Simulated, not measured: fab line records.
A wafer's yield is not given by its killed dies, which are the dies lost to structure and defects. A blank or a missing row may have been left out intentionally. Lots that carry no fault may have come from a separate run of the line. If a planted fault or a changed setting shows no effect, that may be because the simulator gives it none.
Which tool did it? -- flow gf180mcu -- 14 lots with 42 wafers sampled at 5 steps, on a route of 602 steps

## WHAT EACH GAUGE READ, for each wafer
GF_POLY_GATE_CD_MEAS_10: target cd 280 nm.
lot,measured,on,cd nm (nm)
L152,day 9 04:11,cd sem-01,278.0 279.1 279.4
L153,day 9 10:07,cd sem-02,281.5 280.8 281.6
L154,day 10 00:05,cd sem-02,279.4 279.1 278.3
L155,day 10 07:56,cd sem-02,279.6 280.8 279.9
L156,day 10 10:16,cd sem-02,279.7 279.7 280.0
L160,day 11 12:55,cd sem-01,280.9 280.6 280.6
L159,day 11 14:14,cd sem-02,282.0 282.0 280.3
L161,day 11 17:33,cd sem-01,282.1 282.4 281.5
L162,day 12 07:55,cd sem-02,279.4 277.8 278.8
L164,day 12 19:53,cd sem-01,281.1 279.6 279.9
L168,day 13 17:02,cd sem-02,279.5 279.2 279.4
L172,day 15 02:59,cd sem-02,296.3 295.3 294.8 296.2 295.1 295.1
L173,day 15 10:41,cd sem-02,296.2 296.0 294.9 296.0 296.0 295.1
L174,day 15 20:55,cd sem-01,277.9 280.4 279.8

GF_SAB_CD_MEAS_09: target cd 420 nm.
lot,measured,on,cd nm (nm)
L152,day 14 22:58,cd sem-02,418.7 419.8 418.0
L153,day 15 06:52,cd sem-02,421.0 419.2 421.7
L154,day 16 01:38,cd sem-01,415.8 416.6 414.9
L155,day 16 10:36,cd sem-01,419.7 420.2 417.5
L156,day 16 14:43,cd sem-01,421.6 420.5 422.1
L160,day 18 00:18,cd sem-01,418.4 417.8 418.9
L159,day 18 00:42,cd sem-02,419.1 420.4 420.5
L161,day 18 03:30,cd sem-02,420.0 420.2 419.8
L162,day 18 21:13,cd sem-01,421.9 421.1 420.1
L164,day 19 13:48,cd sem-01,418.4 420.2 421.0
L168,day 20 14:18,cd sem-02,421.7 422.2 420.5
L172,day 22 02:34,cd sem-01,421.6 420.8 421.8
L173,day 22 13:20,cd sem-01,423.8 420.9 424.0
L174,day 22 22:47,cd sem-01,420.7 420.6 419.9

GF_CONTACT_THK_MEAS_26: measures by xrf.
lot,measured,on,CONTACT_W_THK (nm)
L152,day 15 22:57,film metro-03,296 291 292
L153,day 16 07:24,film metro-01,292 288 293
L154,day 17 01:43,film metro-03,293 285 290
L155,day 17 11:25,film metro-03,290 292 292
L156,day 17 15:24,film metro-03,292 290 291
L160,day 19 02:01,film metro-03,294 297 292
L159,day 19 03:26,film metro-02,298 301 300
L161,day 19 06:12,film metro-03,296 287 295
L162,day 20 00:42,film metro-02,293 297 290
L164,day 20 16:17,film metro-03,293 298 298
L168,day 21 16:00,film metro-01,294 293 293
L172,day 23 04:36,film metro-02,304 303 305
L173,day 23 15:00,film metro-03,287 291 285
L174,day 23 23:44,film metro-03,293 293 293

## WHICH TOOL RAN EACH LOT (tool, then ch and the chambers of the sampled wafers, then the start)
lot,GF_POLY_GATE_PEB_08,GF_SALICIDE_RTA_06
L152,"litho track-02 ch 0, day 9 03:49","rtp anneal-01 ch 0, day 14 23:43"
L153,"litho track-02 ch 0, day 9 09:46","rtp anneal-01 ch 0, day 15 07:36"
L154,"litho track-02 ch 0, day 9 23:46","rtp anneal-01 ch 0, day 16 02:21"
L155,"litho track-02 ch 0, day 10 07:35","rtp anneal-02 ch 0, day 16 11:20"
L156,"litho track-01 ch 0, day 10 09:55","rtp anneal-01 ch 0, day 16 15:26"
L160,"litho track-04 ch 0, day 11 12:36","rtp anneal-01 ch 0, day 18 01:03"
L159,"litho track-02 ch 0, day 11 13:53","rtp anneal-01 ch 0, day 18 01:26"
L161,"litho track-02 ch 0, day 11 17:14","rtp anneal-01 ch 0, day 18 04:22"
L162,"litho track-04 ch 0, day 12 07:35","rtp anneal-02 ch 0, day 18 22:04"
L164,"litho track-02 ch 0, day 12 19:32","rtp anneal-02 ch 0, day 19 14:38"
L168,"litho track-01 ch 0, day 13 16:41","rtp anneal-01 ch 0, day 20 15:02"
L172,"litho track-02 ch 0, day 15 02:37","rtp anneal-01 ch 0, day 22 03:22"
L173,"litho track-02 ch 0, day 15 10:20","rtp anneal-01 ch 0, day 22 14:05"
L174,"litho track-04 ch 0, day 15 20:33","rtp anneal-01 ch 0, day 22 23:31"
- GF_POLY_GATE_PEB_08: peb time 90 s.
- GF_SALICIDE_RTA_06: time 30 s.

## AS READ BY THE TOOLS THEMSELVES (means over the sampled wafers that have a number; for cases with no such wafer, the mark the record gives instead)
GF_POLY_GATE_PEB_08.
lot,tool,heater power total W (W),plate temp C (C)
L152,litho track-02,85.76,135.04
L153,litho track-02,85.66,135.15
L154,litho track-02,85.67,135.11
L155,litho track-02,85.73,134.89
L156,litho track-01,85.71,134.96
L160,litho track-04,85.68,135.01
L159,litho track-02,85.76,135.07
L161,litho track-02,85.73,135.10
L162,litho track-04,85.74,134.96
L164,litho track-02,85.64,134.83
L168,litho track-01,85.75,135.03
L172,litho track-02,81.99,130.57
L173,litho track-02,81.94,130.39
L174,litho track-04,85.61,135.03

GF_SALICIDE_RTA_06.
lot,tool,lamp power pct (%),wafer_temp_C_max
L152,rtp anneal-01,7.0,532.0
L153,rtp anneal-01,7.0,532.0
L154,rtp anneal-01,7.0,532.1
L155,rtp anneal-02,5.3,532.1
L156,rtp anneal-01,7.0,532.0
L160,rtp anneal-01,7.0,532.0
L159,rtp anneal-01,7.0,532.5
L161,rtp anneal-01,7.0,531.8
L162,rtp anneal-02,5.3,532.8
L164,rtp anneal-02,5.3,532.6
L168,rtp anneal-01,7.0,531.7
L172,rtp anneal-01,7.0,531.6
L173,rtp anneal-01,7.0,532.1
L174,rtp anneal-01,7.0,532.4

## THE ANSWER, worked out from the rows above alone
Rule: usual is defined by the lots themselves. Put in order of their means at a reading, lots are off if they are a third of the lots or fewer, leave a main group of 4 or more, and stand apart from it by a gap of 3 or more times the standard deviation of the main group's means; of several such gaps the widest counts. A main group is skipped when, at the precision printed for the reading in the tables above, its means are all equal. Also off: a lot with no number at a reading for which 4 or more lots have one. Any other lot the step has rows for is counted as sound. The gauges are gone through in route order, then the tools' own readings, and for those a lot's mean is taken as printed above. At the first step where some lot is off, the reading lying furthest off is the one used; lots without a number count as furthest.
Off: L172, L173, at GF_POLY_GATE_CD_MEAS_10 (cd nm). For the main group the mean is 280.1 nm and the standard deviation 1.1.
A tool fits if, at a process step before that reading, it ran every lot that is off, and no sound lot after the first of them. Not tried: the gauges at GF_POLY_GATE_CD_MEAS_10; whatever is off there is also off at GF_POLY_GATE_PEB_08, on other tools, and gauge error can't account for it. One fits: GF_POLY_GATE_PEB_08 on litho track-02. A fault onset in the window from L164 (day 12 19:32, its last sound lot) to L172 (day 15 02:37, its first lot off) fits.
The tool's own readings at GF_POLY_GATE_PEB_08 bear it out: on the lots that are off they differ by more than 5 times the standard deviation of the sound lots' means. heater power total W reads 81.97 W there against 85.70 W on the sound lots; plate temp C reads 130.48 C there against 135.01 C on the sound lots.

## WHAT HAD BEEN PUT IN BY THE SIMULATOR
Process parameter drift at GF_POLY_GATE_PEB_08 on litho track-02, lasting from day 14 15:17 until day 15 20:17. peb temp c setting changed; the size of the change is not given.
Shown lots that were struck: L172, L173. Same finding as the rule above.
